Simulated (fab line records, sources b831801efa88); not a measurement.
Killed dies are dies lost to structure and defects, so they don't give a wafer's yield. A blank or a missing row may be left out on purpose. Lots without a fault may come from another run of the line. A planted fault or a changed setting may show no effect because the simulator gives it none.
fab line records | flow sky130
record lots=6 wafers=18 last_day=50
route steps=708 shown VIA2@522 METAL3@532 CAPM@537 PAD_OPEN@708
lots that met no fault: from a run of the same line without faults
start_h: hours from the record's first day to the start of the lot's first wafer shown | wait_h: hours since the lot's step before | " the same as in the row above | L1.1+2: a row that stands for several wafers | - no value, or no start given | * or withheld: withheld | < > ~ a bound
route shown NAME@n: a module of which the file shows steps, and the number in the route of the first | usual: mean/standard deviation of fault-free wafers | same: alike in all rows | chamber/n: place in a boat | sites: the reading at each site | _std_site: their standard deviation | _edge_site: outer sites' mean less inner sites' | radius_mm: how far each site lies from the wafer's centre | mask NAME#n: copy n | behind: the tool/chamber that last shaped the wafer | hold: why the lot was held/for how many hours/how that ended | device: the transistor (n, p or np) that didn't switch | end of line: the same wafers' tests at the end of the route | a step without rows: its recipe alone | killed: dies lost to structure and defects at the first sort, not the wafer's yield | map: a wafer's dies, x killed, . not, _ none there
set.NAME: the setting as run; set.NAME@STEP: as run at that earlier step | model.NAME: the simulator's own value behind a step, which no gauge read
lots at some steps of the route; a table a step, a row a wafer
services: from which hour (start_h, from the record's first day; less than 0 if before it) a tool's chamber was out of use, for how many hours, and why
## steps
# step SKY_VIA2_ETCH_15
# recipe target=SiO2 chemistry=C4F8/O2/Ar target_depth_nm=546 stop_on=TiN mask_material=KrF-thick source_w=1500 bias_w=1200 pressure_mtorr=40 c4f8_flow_sccm=withheld O2_flow_sccm=6 Ar_flow_sccm=300 time_s=84
# usual oes_product_au=0.940/0.0043
# columns lot.wafer tool chamber start_h wait_h oes_product_au rf_hours_counter_h
L562.2 rie_diel-04 2 901.72 0.0 0.942 5
L562.4 " 1 " " 0.938 20
L562.5 " 1 " " 0.938 -
L566.1 rie_diel-01 2 923.47 0.0 0.940 12
L566.2 " 0 " " 0.948 13
L566.4 " 1 " " 0.954 16
L573.2 rie_diel-03 0 977.93 0.0 0.939 21
L573.3 " 1 " " 0.951 23
L573.6 " 3 " " 0.935 -
L575.2 rie_diel-04 3 982.12 0.0 0.935 12
L575.3 " 2 " " 0.945 7
L575.5 " 0 " " 0.943 -
L577.2 rie_diel-03 0 1004.03 0.0 0.943 22
L577.4 " 2 " " 0.943 -
L577.5 " 1 " " 0.945 -
L578.4 rie_diel-03 2 1012.42 0.0 0.947 10
L578.5 " 0 " " 0.938 -
L578.6 " 1 " " 0.943 -
# step SKY_VIA2_STRIP_16
# recipe chemistry=O2/N2 power_w=1400 pressure_mtorr=1500 platen_temp_c=withheld o2_flow_sccm=3000 n2_flow_sccm=300 overash_fraction=0.5
# step SKY_VIA2_STRIP_17
# recipe chemistry=post_etch_residue_remover time_s=1200 temp_c=72.5
# step SKY_VIA2_CLEAN_18
# recipe chemistry=IPA time_s=180 temp_c=25
# step SKY_VIA2_CLEAN_19
# recipe chemistry=O3/DIW dry=n2_spin
# step SKY_VIA2_SPUTTER_20
# recipe material=TiN target_thk_nm=20 chamber_pressure_pa=5 power_w=4000 time_s=80
# usual throttle_valve_pct=30.2/0.8
# columns lot.wafer tool chamber start_h wait_h throttle_valve_pct
L562.2 pvd_sputter-03 - 902.43 0.0 30.1
L562.4 " - " " 30.9
L562.5 " - " " 30.6
L566.1 pvd_sputter-04 - 924.46 0.0 30.3
L566.2 " - " " 29.6
L566.4 " - " " 31.8
L573.2 pvd_sputter-03 - 978.66 0.0 29.9
L573.3 " - " " 31.0
L573.6 " - " " 30.0
L575.2 pvd_sputter-02 - 982.84 0.0 30.0
L575.3 " - " " 31.6
L575.5 " - " " 29.2
L577.2 pvd_sputter-02 - 1004.69 0.0 29.4
L577.4 " - " " 29.4
L577.5 " - " " 29.9
L578.4 pvd_sputter-04 - 1013.08 0.0 29.4
L578.5 " - " " 30.3
L578.6 " - " " 31.7
# step SKY_VIA2_CVD_21
# recipe material=W target_thk_nm=420 time_s=126.4 temp_c=400 pressure_torr=40
# step SKY_VIA2_RS_MEAS_22
# recipe thk_meas_gauge=four-point-probe reads=W_of_VIA2_CVD_21+TiN_of_VIA2_SPUTTER_20
# usual VIA2_W_RS=0.2740/0.0028
# columns lot.wafer tool chamber start_h wait_h VIA2_W_RS[ohm/sq]
L562.2 film_metro-01 - 902.64 0.1 0.2727
L562.4 " - " " 0.2746
L562.5 " - " " 0.2742
L566.1 film_metro-04 - 924.65 0.1 0.2689
L566.2 " - " " 0.2698
L566.4 " - " " 0.2702
L573.2 film_metro-03 - 978.87 0.1 0.2732
L573.3 " - " " 0.2722
L573.6 " - " " 0.2743
L575.2 film_metro-03 - 983.06 0.1 0.2786
L575.3 " - " " 0.2736
L575.5 " - " " 0.2734
L577.2 film_metro-03 - 1004.90 0.1 0.2748
L577.4 " - " " 0.2764
L577.5 " - " " 0.2735
L578.4 film_metro-03 - 1013.33 0.1 0.2774
L578.5 " - " " 0.2772
L578.6 " - " " 0.2777
# step SKY_VIA2_THK_MEAS_23
# recipe thk_meas_gauge=xrf reads=W_of_VIA2_CVD_21
# usual VIA2_W_THK=414/6.2
# columns lot.wafer tool chamber start_h wait_h VIA2_W_THK[nm]
L562.2 film_metro-01 - 902.75 0.1 407
L562.4 " - " " 408
L562.5 " - " " 402
L566.1 film_metro-04 - 924.77 0.1 423
L566.2 " - " " 422
L566.4 " - " " 420
L573.2 film_metro-03 - 978.98 0.1 419
L573.3 " - " " 423
L573.6 " - " " 419
L575.2 film_metro-03 - 983.17 0.1 413
L575.3 " - " " 417
L575.5 " - " " 419
L577.2 film_metro-03 - 1005.01 0.1 409
L577.4 " - " " 409
L577.5 " - " " 411
L578.4 film_metro-03 - 1013.42 0.1 411
L578.5 " - " " 413
L578.6 " - " " 410
# step SKY_VIA2_CMP_24
# recipe stop_on=SiO2 t_overpolish_s=20 down_force_psi=3.5 platen_rpm=60 target_thk_nm=0 pad_velocity_m_s=0.94248
# usual edge_zone_pressure_frac=1.000/0.0046 motor_current_A=11.4/1.2 overpolish_run_s=20.000/0.01 retaining_ring_pressure_frac=1.000/0.0048 time_to_endpoint_s=100/3.1
# columns lot.wafer tool chamber start_h wait_h edge_zone_pressure_frac motor_current_A overpolish_run_s retaining_ring_pressure_frac time_to_endpoint_s
L562.2 cmp-02 1 902.85 0.1 0.998 12.9 20.003 0.996 94
L562.4 " 3 " " 1.003 11.1 19.988 1.004 96
L562.5 " 1 " " 0.997 12.7 20.002 0.987 95
L566.1 cmp-02 1 924.83 0.1 0.994 13.5 19.992 0.994 101
L566.4 " 3 " " 1.001 11.3 19.996 0.999 98
L566.2 " 0 " " 1.003 9.2 19.986 1.004 103
L573.2 cmp-02 0 979.13 0.1 1.001 9.3 20.011 1.001 104
L573.3 " 1 " " 1.006 13.4 20.012 0.994 102
L573.6 " 3 " " 0.994 11.0 20.022 0.994 98
L575.2 cmp-02 2 983.32 0.1 1.006 12.4 20.016 0.994 98
L575.3 " 3 " " 1.005 11.4 19.988 1.000 103
L575.5 " 0 " " 0.996 9.1 19.998 0.998 100
L577.4 cmp-02 0 1005.11 0.1 1.008 9.5 20.005 0.993 100
L577.2 " 1 " " 1.006 13.0 20.004 1.002 100
L577.5 " 0 " " 1.004 8.9 20.003 0.998 104
L578.4 cmp-01 0 1013.45 0.0 0.997 11.1 19.992 1.006 100
L578.6 " 0 " " 1.005 11.0 20.017 1.003 99
L578.5 " 1 " " 0.998 11.5 20.008 1.005 104
# step SKY_METAL3_SPUTTER_00
# recipe material=Ti target_thk_nm=15 power_w=3000 time_s=10 chamber_pressure_pa=0.4
# usual throttle_valve_pct=30.3/0.69
# columns lot.wafer tool chamber start_h wait_h throttle_valve_pct
L562.2 pvd_sputter-04 - 903.10 0.2 31.7
L562.4 " - " " 29.3
L562.5 " - " " 30.0
L566.1 pvd_sputter-01 - 925.13 0.2 29.9
L566.2 " - " " 29.9
L566.4 " - " " 31.0
L573.2 pvd_sputter-04 - 979.33 0.1 31.7
L573.3 " - " " 30.0
L573.6 " - " " 30.0
L575.2 pvd_sputter-04 - 983.52 0.1 31.6
L575.3 " - " " 29.4
L575.5 " - " " 31.9
L577.2 pvd_sputter-03 - 1005.36 0.1 30.8
L577.4 " - " " 30.3
L577.5 " - " " 29.6
L578.4 pvd_sputter-01 - 1013.75 0.2 29.9
L578.5 " - " " 29.9
L578.6 " - " " 31.0
# step SKY_METAL3_SPUTTER_01
# recipe material=TiN target_thk_nm=20 power_w=6500 time_s=16.7 chamber_pressure_pa=0.4
# usual throttle_valve_pct=30.3/0.71
# columns lot.wafer tool chamber start_h wait_h throttle_valve_pct
L562.2 pvd_sputter-04 - 903.12 0.0 31.6
L562.4 " - " " 29.3
L562.5 " - " " 29.9
L566.1 pvd_sputter-01 - 925.16 0.0 30.2
L566.2 " - " " 29.9
L566.4 " - " " 30.8
L573.2 pvd_sputter-04 - 979.35 0.0 31.8
L573.3 " - " " 30.0
L573.6 " - " " 30.1
L575.2 pvd_sputter-04 - 983.54 0.0 31.5
L575.3 " - " " 29.5
L575.5 " - " " 31.8
L577.2 pvd_sputter-03 - 1005.38 0.0 31.2
L577.4 " - " " 29.9
L577.5 " - " " 29.6
L578.4 pvd_sputter-01 - 1013.78 0.0 30.2
L578.5 " - " " 30.0
L578.6 " - " " 30.9
# step SKY_METAL3_SPUTTER_02
# recipe material=AlCu target_thk_nm=735 power_w=10600 time_s=39.1 chamber_pressure_pa=0.4
# usual throttle_valve_pct=30.3/0.71
# columns lot.wafer tool chamber start_h wait_h throttle_valve_pct model.AlCu_of_METAL3_SPUTTER_02.thk_nm
L562.2 pvd_sputter-04 - 903.15 0.0 32.0 729.3
L562.4 " - " " 29.2 731.2
L562.5 " - " " 29.9 736.3
L566.1 pvd_sputter-01 - 925.18 0.0 29.9 725.8
L566.2 " - " " 30.1 729
L566.4 " - " " 30.7 723.8
L573.2 pvd_sputter-04 - 979.38 0.0 31.7 832.8
L573.3 " - " " 30.0 839.4
L573.6 " - " " 30.2 837.3
L575.2 pvd_sputter-04 - 983.56 0.0 31.4 831.4
L575.3 " - " " 29.2 832.9
L575.5 " - " " 31.5 837.8
L577.2 pvd_sputter-03 - 1005.41 0.0 31.0 747.9
L577.4 " - " " 30.2 739.5
L577.5 " - " " 29.5 750.3
L578.4 pvd_sputter-01 - 1013.80 0.0 29.7 736
L578.5 " - " " 30.1 735.7
L578.6 " - " " 30.9 737.1
# step SKY_METAL3_SPUTTER_03
# recipe material=Ti target_thk_nm=5 power_w=3000 time_s=3.3 chamber_pressure_pa=0.4
# step SKY_METAL3_SPUTTER_04
# recipe material=TiN target_thk_nm=70 power_w=6500 time_s=58.3 chamber_pressure_pa=0.4
# step SKY_CAPM_CVD_00
# recipe material=SiO2 target_thk_nm=15.5 temp_c=400 time_s=withheld rf_w=450
# step SKY_CAPM_THK_MEAS_01
# recipe reads=SiO2_of_CAPM_CVD_00
# usual CAPM_CVD_00_THK=15.49/0.19
# columns lot.wafer tool chamber start_h wait_h CAPM_CVD_00_THK[nm]
L562.2 film_metro-04 - 903.29 - 15.38
L562.4 " - " " 15.48
L562.5 " - " " 15.61
L566.1 film_metro-04 - 925.31 - 15.43
L566.2 " - " " 15.39
L566.4 " - " " 15.51
L573.2 film_metro-03 - 979.51 - 15.53
L573.3 " - " " 15.73
L573.6 " - " " 15.99
L575.2 film_metro-04 - 983.70 - 15.68
L575.3 " - " " 15.47
L575.5 " - " " 15.99
L577.2 film_metro-02 - 1005.54 - 15.31
L577.4 " - " " 15.55
L577.5 " - " " 15.61
L578.4 film_metro-02 - 1013.96 - 15.63
L578.5 " - " " 15.61
L578.6 " - " " 15.55
# step SKY_CAPM_SPUTTER_02
# recipe material=TiN target_thk_nm=200 temp_c=300 power_w=6500 time_s=166.7 chamber_pressure_pa=0.4
# step SKY_CAPM_RS_MEAS_03
# recipe thk_meas_gauge=four-point-probe reads=TiN_of_CAPM_SPUTTER_02
# usual CAPM_TIN_RS=6.89/0.054
# columns lot.wafer tool chamber start_h wait_h CAPM_TIN_RS[ohm/sq]
L562.2 film_metro-02 - 903.47 0.1 6.89
L562.4 " - " " 6.86
L562.5 " - " " 6.84
L566.1 film_metro-02 - 925.48 0.1 6.98
L566.2 " - " " 7.01
L566.4 " - " " 6.98
L573.2 film_metro-04 - 979.69 0.1 6.91
L573.3 " - " " 6.89
L573.6 " - " " 6.90
L575.2 film_metro-02 - 983.88 0.1 6.89
L575.3 " - " " 6.90
L575.5 " - " " 6.87
L577.2 film_metro-04 - 1005.72 0.1 6.91
L577.4 " - " " 6.94
L577.5 " - " " 6.89
L578.4 film_metro-02 - 1014.16 0.1 6.81
L578.5 " - " " 6.85
L578.6 " - " " 6.84
# step SKY_CAPM_THK_MEAS_04
# recipe thk_meas_gauge=xrf reads=TiN_of_CAPM_SPUTTER_02
# usual CAPM_TIN_THK=199.8/1.7
# columns lot.wafer tool chamber start_h wait_h CAPM_TIN_THK[nm]
L562.2 film_metro-02 - 903.58 0.1 198.6
L562.4 " - " " 200.0
L562.5 " - " " 200.0
L566.1 film_metro-02 - 925.60 0.1 197.1
L566.2 " - " " 196.3
L566.4 " - " " 197.5
L573.2 film_metro-04 - 979.80 0.1 198.0
L573.3 " - " " 198.6
L573.6 " - " " 199.2
L575.2 film_metro-02 - 983.99 0.1 199.9
L575.3 " - " " 198.1
L575.5 " - " " 199.3
L577.2 film_metro-04 - 1005.83 0.1 199.0
L577.4 " - " " 199.4
L577.5 " - " " 201.0
L578.4 film_metro-02 - 1014.25 0.1 201.5
L578.5 " - " " 200.8
L578.6 " - " " 200.7
# step SKY_CAPM_DEHYDRATE_05
# recipe temp_c=200 time_s=60
# step SKY_CAPM_HMDS_06
# recipe prime_time_s=60 prime_temp_c=120
# step SKY_CAPM_COAT_07
# recipe resist=NOVOLAK spin_rpm=3000 resist_thk_nm=1140
# step SKY_CAPM_SOFTBAKE_08
# recipe temp_c=90 time_s=60 resist=NOVOLAK
# step SKY_CAPM_EXPOSE_09
# recipe mask_id=CAPM na=0.6 source_shape=conventional sigma_outer=0.6 polarization=unpolarized target_cd_nm=1000 dose_mj=159
# step SKY_CAPM_PEB_10
# recipe temp_c=withheld time_s=* resist=NOVOLAK
# step SKY_CAPM_DEVELOP_11
# recipe resist=NOVOLAK developer=TMAH develop_time_s=60 dev_temp_c=23
# step SKY_CAPM_OVL_MEAS_12
# usual CAPM_OVL=1.7/1.5
# columns lot.wafer tool chamber start_h wait_h CAPM_OVL[nm]
L562.2 overlay-01 - 928.53 0.1 1.5
L562.4 " - " " 2.8
L562.5 " - " " 2.5
L566.1 overlay-02 - 950.27 0.1 4.5
L566.2 " - " " 2.8
L566.4 " - " " 1.5
L573.2 overlay-01 - 1002.93 0.1 1.4
L573.3 " - " " 2.1
L573.6 " - " " 2.5
L575.2 overlay-01 - 1006.98 0.1 -1.0
L575.3 " - " " -0.4
L575.5 " - " " -1.2
L577.2 overlay-01 - 1028.19 0.1 2.0
L577.4 " - " " 1.3
L577.5 " - " " 2.0
L578.4 overlay-02 - 1036.69 0.1 -0.6
L578.5 " - " " 2.7
L578.6 " - " " 2.9
# step SKY_CAPM_METAL_ETCH_13
# recipe target_depth_nm=220 stop_on=SiO2 chemistry=Cl2/BCl3 target=TiN pressure_mtorr=10 icp_w=900 bias_w=48.5 Cl2_flow_sccm=60 bcl3_flow_sccm=30 time_s=62.9
# step SKY_CAPM_STRIP_14
# recipe chemistry=O2/N2 power_w=1400 pressure_mtorr=1500 platen_temp_c=withheld o2_flow_sccm=3000 n2_flow_sccm=300 overash_fraction=0.5
# step SKY_CAPM_STRIP_15
# recipe chemistry=post_etch_residue_remover time_s=1200 temp_c=72.5
# step SKY_CAPM_CLEAN_16
# recipe chemistry=IPA time_s=180 temp_c=25
# step SKY_CAPM_CLEAN_17
# recipe chemistry=O3/DIW dry=n2_spin
# step SKY_METAL3_DEHYDRATE_05
# recipe temp_c=200 time_s=60
# step SKY_METAL3_HMDS_06
# recipe prime_time_s=60 prime_temp_c=120
# step SKY_METAL3_COAT_07
# recipe resist=BARC temp_c=withheld time_s=withheld spin_rpm=3000 resist_thk_nm=60
# step SKY_METAL3_COAT_08
# recipe resist=KrF-thick spin_rpm=3000 resist_thk_nm=1140
# step SKY_METAL3_SOFTBAKE_09
# recipe temp_c=100 time_s=90 resist=KrF-thick
# step SKY_METAL3_EXPOSE_10
# recipe mask_id=MM3 na=0.68 source_shape=annular sigma_inner=0.4 sigma_outer=0.8 target_cd_nm=300 dose_mj=28
# step SKY_METAL3_PEB_11
# recipe peb_temp_c=withheld peb_time_s=withheld resist=KrF-thick
# step SKY_METAL3_DEVELOP_12
# recipe develop_time_s=60 resist=KrF-thick dev_temp_c=21
# step SKY_METAL3_CD_MEAS_13
# recipe target_cd_nm=300
# usual cd_nm=300.4/1.4
# columns lot.wafer tool chamber start_h wait_h cd_nm
L562.2 cd_sem-01 - 953.29 - 298.8
L562.4 " - " " 299.3
L562.5 " - " " 298.9
L566.1 cd_sem-01 - 975.22 - 299.3
L566.2 " - " " 298.7
L566.4 " - " " 299.2
L573.2 cd_sem-02 - 1026.80 - 299.5
L573.3 " - " " 298.9
L573.6 " - " " 299.7
L575.2 cd_sem-01 - 1031.44 - 299.6
L575.3 " - " " 298.8
L575.5 " - " " 299.1
L577.2 cd_sem-01 - 1050.94 - 299.0
L577.4 " - " " 298.6
L577.5 " - " " 300.5
L578.4 cd_sem-02 - 1059.43 - 301.1
L578.5 " - " " 302.5
L578.6 " - " " 302.3
# step SKY_METAL3_METAL_ETCH_18
# recipe target_depth_a=8450 stop_on=SiO2 over_etch_frac=0.3 time_s=183.1 chemistry=Cl2/BCl3 resist_sidewall_deg=88 pressure_mtorr=10 icp_w=900 bias_w=48.5 Cl2_flow_sccm=60 bcl3_flow_sccm=30
# usual drypump_motor_current_A=5.6/0.31 oes_product_au=0.866/0.0057 throttle_valve_pct=22.264/0.0099
# columns lot.wafer tool chamber start_h wait_h drypump_motor_current_A oes_product_au rf_hours_counter_h throttle_valve_pct
L562.2 rie_metal-03 0 953.58 0.0 5.5 0.864 0 22.276
L562.4 " 0 " " 5.5 0.871 - 22.280
L562.5 " 1 " " 5.8 0.870 - 22.270
L566.1 rie_metal-01 0 975.53 0.0 5.3 0.860 13 22.252
L566.2 " 1 " " 5.7 0.866 19 22.252
L566.4 " 1 " " 5.7 0.857 - 22.274
L573.2 rie_metal-01 1 1027.09 0.0 5.7 0.924 22 22.276
L573.3 " 0 " " 5.3 0.930 - 22.280
L573.6 " 0 " " 5.3 0.917 - 22.277
L575.2 rie_metal-03 0 1031.73 0.0 5.4 0.923 4 22.268
L575.3 " 1 " " 5.8 0.928 - 22.267
L575.5 " 1 " " 5.8 0.930 - 22.276
L577.2 rie_metal-03 1 1051.23 0.0 5.7 0.874 12 22.264
L577.4 " 0 " " 5.5 0.870 - 22.258
L577.5 " 1 " " 5.7 0.877 - 22.274
L578.4 rie_metal-01 1 1059.74 0.1 5.7 0.869 - 22.238
L578.5 " 0 " " 5.3 0.863 - 22.288
L578.6 " 1 " " 5.7 0.867 - 22.269
# step SKY_PAD_OPEN_PROBE_99
# usual defect_limited_yield=82.5/2 killed_at_M0_to_M3=44/7 killed_at_M4_up=3.4/1.7 killed_at_contacts=24/4.9 killed_at_front_end=15/4.5 killed_at_other=0.4/0.61 killed_dies=86/9.7 killed_open=47/7.1 killed_short=39/6.1 sort_bin_3_pad_short=0.9/0.42 sort_bin_5_function=10.4/1.4 sort_bin_6_memory=6.2/1.2 sort_n_pass=406/9.7 sort_yield_pct=82.5/2
# same gross_dies=492 killed_at_back_side=0 sort_bin_4_leakage[%]=0 sort_bin_8_speed[%]=0
# columns lot.wafer tool chamber start_h wait_h defect_limited_yield[%] killed_at_M0_to_M3 killed_at_M4_up killed_at_contacts killed_at_front_end killed_at_other killed_dies killed_open killed_short sort_bin_3_pad_short[%] sort_bin_5_function[%] sort_bin_6_memory[%] sort_n_pass sort_yield_pct[%] model.etest.met3.line_ohm_um model.etest.met3.rs_ohm_sq
L562.2 prober-02 - 1119.25 0.1 82.7 25 2 29 29 0 85 45 39 1.2 11.0 5.1 407 82.7 0.1434 0.04295
L562.4 prober-02 - 1119.35 0.2 79.5 50 2 28 20 1 101 59 41 0.6 13.4 6.5 391 79.5 0.1444 0.04313
L562.5 prober-02 - 1119.40 0.2 81.7 50 4 22 14 0 90 45 45 1.2 10.8 6.3 402 81.7 0.142 0.0423
L566.1 prober-02 - 1136.15 0.1 81.5 53 1 24 12 1 91 50 40 0.8 10.2 7.5 401 81.5 0.1429 0.0428
L566.2 prober-02 - 1136.20 0.1 81.5 40 4 26 19 2 91 49 40 0.8 10.2 7.5 401 81.5 0.1452 0.0436
L566.4 prober-02 - 1136.30 0.2 86.2 33 3 20 12 0 68 38 30 0.2 6.1 7.5 424 86.2 0.1483 0.04377
L573.2 prober-01 - 1177.59 0.1 83.7 45 2 20 13 0 80 38 42 0.2 10.6 5.5 412 83.7 0.1263 0.03775
L573.3 prober-01 - 1177.64 0.2 82.9 40 3 25 16 0 84 54 29 1.0 11.6 4.5 408 82.9 0.1231 0.03705
L573.6 prober-01 - 1177.79 0.2 82.1 40 5 23 20 0 88 43 45 1.2 11.8 4.9 404 82.1 0.1254 0.03744
L575.2 prober-02 - 1179.58 0.1 82.9 41 3 23 16 1 84 47 37 0.6 11.0 5.5 408 82.9 0.1274 0.03775
L575.3 prober-02 - 1179.63 0.2 81.3 43 3 28 17 1 92 53 39 2.0 9.6 7.1 400 81.3 0.1262 0.03739
L575.5 prober-02 - 1179.73 0.2 83.5 43 5 14 18 1 81 46 34 0.4 10.4 5.7 411 83.5 0.1265 0.03729
L577.2 prober-01 - 1194.93 0.1 80.9 47 2 27 17 1 94 57 37 0.6 11.6 6.9 398 80.9 0.1412 0.04195
L577.4 prober-01 - 1195.03 0.2 84.1 46 2 18 11 1 78 35 43 0.6 11.0 4.3 414 84.1 0.1415 0.04198
L577.5 prober-01 - 1195.08 0.2 85.0 44 5 12 13 0 74 41 33 0 8.7 6.3 418 85.0 0.1389 0.04128
L578.4 prober-02 - 1202.99 0.2 83.5 35 4 25 17 0 81 42 39 0.6 10.0 5.9 411 83.5 0.1443 0.04342
L578.5 prober-02 - 1203.04 0.2 81.9 53 3 20 12 1 89 43 46 1.6 9.3 7.1 403 81.9 0.1426 0.0427
L578.6 prober-02 - 1203.09 0.2 83.5 40 2 25 14 0 81 38 43 1.2 10.2 5.1 411 83.5 0.1399 0.04273
# killed by level:class
L562.2 FIELD_ISO:geometric_particle:open=11 CONTACT:geometric_particle:open=9 FIELD_ISO:geometric_particle:short=7 LOCAL_INTERCONNECT:geometric_particle:short=7 METAL3:geometric_particle:short=5 CONTACT:geometric_particle:short=5 LI_CONTACT:geometric_particle:open=5 VIA3:geometric_particle:open=4
L562.4 VIA3:geometric_particle:open=16 CONTACT:geometric_particle:open=11 FIELD_ISO:geometric_particle:open=9 VIA1:geometric_particle:open=9 LI_CONTACT:geometric_particle:open=5 VIA2:geometric_particle:short=5 LI_CONTACT:geometric_particle:short=4 VIA1:geometric_particle:short=4
L562.5 VIA1:geometric_particle:open=10 LI_CONTACT:geometric_particle:open=9 VIA3:geometric_particle:open=8 VIA2:geometric_particle:open=7 CONTACT:geometric_particle:short=6 METAL1:geometric_particle:short=6 METAL2:geometric_particle:short=6 METAL3:geometric_particle:short=5
L566.1 VIA1:geometric_particle:open=13 CONTACT:geometric_particle:open=12 VIA2:geometric_particle:open=7 METAL2:geometric_particle:short=6 POLY_GATE:geometric_particle:short=5 VIA2:geometric_particle:short=5 CONTACT:geometric_particle:short=4 METAL1:geometric_particle:short=4
L566.2 CONTACT:geometric_particle:open=11 CONTACT:geometric_particle:short=7 VIA1:geometric_particle:open=7 VIA3:geometric_particle:open=7 METAL1:geometric_particle:short=6 VIA2:geometric_particle:open=5 FIELD_ISO:geometric_particle:open=4 FIELD_ISO:geometric_particle:short=4
L566.4 CONTACT:geometric_particle:open=12 VIA2:geometric_particle:open=7 CONTACT:geometric_particle:short=5 METAL1:geometric_particle:short=5 VIA1:geometric_particle:open=5 VIA1:geometric_particle:short=5 FIELD_ISO:geometric_particle:open=3 POLY_GATE:geometric_particle:short=3
L573.2 CONTACT:geometric_particle:open=9 VIA2:geometric_particle:open=9 METAL2:geometric_particle:short=8 VIA3:geometric_particle:open=6 FIELD_ISO:geometric_particle:short=5 VIA1:geometric_particle:open=5 LOCAL_INTERCONNECT:geometric_particle:short=5 VIA1:geometric_particle:short=5
L573.3 VIA1:geometric_particle:open=9 LI_CONTACT:geometric_particle:open=9 VIA2:geometric_particle:open=7 VIA3:geometric_particle:open=7 POLY_GATE:geometric_particle:open=6 LOCAL_INTERCONNECT:geometric_particle:short=6 FIELD_ISO:geometric_particle:open=5 CONTACT:geometric_particle:open=5
L573.6 POLY_GATE:geometric_particle:short=10 CONTACT:geometric_particle:open=9 VIA2:geometric_particle:open=7 VIA1:geometric_particle:open=7 METAL1:geometric_particle:short=6 LI_CONTACT:geometric_particle:open=5 VIA1:geometric_particle:short=5 LOCAL_INTERCONNECT:geometric_particle:short=4
L575.2 VIA1:geometric_particle:open=11 CONTACT:geometric_particle:open=7 METAL2:geometric_particle:short=7 CONTACT:geometric_particle:short=6 METAL1:geometric_particle:short=6 LI_CONTACT:geometric_particle:open=5 VIA2:geometric_particle:open=5 FIELD_ISO:geometric_particle:open=4
L575.3 CONTACT:geometric_particle:open=10 VIA3:geometric_particle:open=9 VIA1:geometric_particle:open=8 LI_CONTACT:geometric_particle:open=7 VIA2:geometric_particle:open=7 FIELD_ISO:geometric_particle:short=6 FIELD_ISO:geometric_particle:open=6 LI_CONTACT:geometric_particle:short=6
L575.5 VIA1:geometric_particle:open=12 METAL2:geometric_particle:short=8 FIELD_ISO:geometric_particle:open=6 LI_CONTACT:geometric_particle:open=5 CONTACT:geometric_particle:open=5 VIA2:geometric_particle:open=5 FIELD_ISO:geometric_particle:short=4 POLY_GATE:geometric_particle:short=4
L577.2 VIA1:geometric_particle:open=15 LI_CONTACT:geometric_particle:open=10 VIA3:geometric_particle:open=9 CONTACT:geometric_particle:open=6 VIA1:geometric_particle:short=6 FIELD_ISO:geometric_particle:open=5 LOCAL_INTERCONNECT:geometric_particle:short=5 VIA2:geometric_particle:open=5
L577.4 VIA1:geometric_particle:open=11 VIA2:geometric_particle:short=9 VIA2:geometric_particle:open=7 METAL2:geometric_particle:short=6 CONTACT:geometric_particle:short=5 POLY_GATE:geometric_particle:short=4 CONTACT:geometric_particle:open=4 METAL1:geometric_particle:short=4
L577.5 VIA1:geometric_particle:open=13 VIA1:geometric_particle:short=7 VIA2:geometric_particle:open=7 CONTACT:geometric_particle:open=5 VIA3:geometric_particle:open=4 POLY_GATE:geometric_particle:open=4 METAL1:geometric_particle:short=4 METAL2:geometric_particle:short=4
L578.4 VIA1:geometric_particle:open=9 POLY_GATE:geometric_particle:short=6 CONTACT:geometric_particle:short=6 CONTACT:geometric_particle:open=6 VIA2:geometric_particle:open=6 FIELD_ISO:geometric_particle:open=5 METAL1:geometric_particle:short=5 LI_CONTACT:geometric_particle:open=4
L578.5 VIA1:geometric_particle:open=11 CONTACT:geometric_particle:open=7 METAL1:geometric_particle:short=7 METAL2:geometric_particle:short=7 VIA2:geometric_particle:open=7 VIA3:geometric_particle:open=6 LOCAL_INTERCONNECT:geometric_particle:short=5 VIA1:geometric_particle:short=5
L578.6 POLY_GATE:geometric_particle:short=9 VIA1:geometric_particle:open=9 CONTACT:geometric_particle:open=8 VIA3:geometric_particle:open=7 METAL2:geometric_particle:short=6 LI_CONTACT:geometric_particle:open=5 LOCAL_INTERCONNECT:geometric_particle:short=4 CONTACT:geometric_particle:short=4
## services
# columns tool chamber start_h hours kind
rie_diel-01 2 879.06 41.8 repair
rie_diel-03 3 879.25 3.4 repair
cmp-01 - 892.82 0.4 repair
rie_diel-03 - 893.42 2.8 pm
cmp-01 - 907.14 7.5 pm
cmp-02 - 909.67 0.5 repair
pvd_sputter-03 - 911.76 4.0 repair
cmp-01 - 914.69 4.0 pm
rie_diel-01 3 918.33 4.6 repair
cmp-01 - 931.04 23.4 repair
rie_diel-01 2 940.84 7.3 repair
cmp-01 - 941.94 1.1 repair
pvd_sputter-01 - 953.55 0.6 repair
rie_metal-03 - 959.78 0.1 repair
rie_diel-01 1 969.33 19.9 repair
rie_metal-03 - 988.28 4.3 pm
pvd_sputter-04 - 1002.12 4.5 repair
rie_diel-03 3 1003.14 3.2 repair
rie_diel-01 - 1028.10 4.2 repair
cmp-01 - 1042.19 10.5 pm
pvd_sputter-01 - 1046.20 4.0 repair
rie_diel-01 1 1053.00 20.2 repair
pvd_sputter-02 - 1054.42 3.2 repair
cmp-02 - 1054.84 4.6 pm
## key
first_sign step=SKY_METAL3_METAL_ETCH_18 reading=oes_product_au direction=up sigmas=10 usual=0.866 struck=0.925
effect none on later readings
model_effect step=SKY_METAL3_SPUTTER_02 value=AlCu_of_METAL3_SPUTTER_02.thk_nm without=734.2 struck=835.3
model_effect step=SKY_PAD_OPEN_PROBE_99 value=etest.met3.line_ohm_um without=0.1434 struck=0.1258
met_at SKY_METAL3_SPUTTER_02
struck_wafers L573.2,L573.3,L573.6,L575.2,L575.3,L575.5
onset_between 903.15 979.38
also_fits SKY_METAL3_SPUTTER_00:pvd_sputter-04,SKY_METAL3_SPUTTER_01:pvd_sputter-04
fault kind=process_parameter_drift tool=pvd_sputter-04 chamber=- onset_h=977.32 steps=SKY_METAL3_SPUTTER_02 channel=time_s offset=* shape=step end_h=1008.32 acts_in=* stated=*
